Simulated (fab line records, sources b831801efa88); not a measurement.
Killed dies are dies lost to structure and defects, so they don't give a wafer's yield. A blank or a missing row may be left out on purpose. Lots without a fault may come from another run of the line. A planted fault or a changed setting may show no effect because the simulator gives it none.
Chamber matching | flow sky130 | SKY_VIA1_ETCH_15 on rie_diel-03: 4 sister chambers
The step etches SiO2 in C4F8/O2/Ar, stops on TiN, target depth 351 nm, time 54 s. 4 wafers are shown with their chamber, then 7 later ones without.

WAFERS WITH THEIR CHAMBER
wafer  | chamber | oes_product_au (a.u.)
L083.4 | 0       | 0.983
L083.5 | 1       | 0.983
L091.1 | 3       | 0.988
L091.3 | 2       | 0.985

WAFERS WITHOUT THEIR CHAMBER
wafer  | oes_product_au (a.u.)
L091.5 | 0.977
L095.1 | 0.979
L095.3 | 0.978
L095.6 | 0.984
L097.1 | 0.984
L097.2 | 0.985
L097.3 | 0.981

WHICH CHAMBER EACH WENT THROUGH
wafer  | from the rows above               | in truth
L091.5 | can't be placed: 0 or 1 or 2 or 3 | 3
L095.1 | can't be placed: 0 or 1 or 2 or 3 | 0
L095.3 | can't be placed: 0 or 1 or 2 or 3 | 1
L095.6 | can't be placed: 0 or 1 or 2 or 3 | 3
L097.1 | can't be placed: 0 or 1 or 2 or 3 | 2
L097.2 | can't be placed: 2 or 0 or 1 or 3 | 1
L097.3 | can't be placed: 0 or 1 or 2 or 3 | 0
Placed correctly: 0 of 7. Can't be placed from these rows: 7 (the true chamber is among the candidates in 7). Placed wrongly: 0.
How it was worked out, from the rows above alone: a wafer's distance from a chamber is the root of the sum, over the readings, of the square of ((its reading less the chamber's mean) divided by the reading's scatter). The wafer belongs to the nearest chamber; if the next one is less than 2 further off, it can't be placed. A chamber's mean is the mean of its shown wafers. The scatter: with one shown wafer a chamber, the root of the mean of the squares of how far each hidden wafer lies from its nearest shown one.
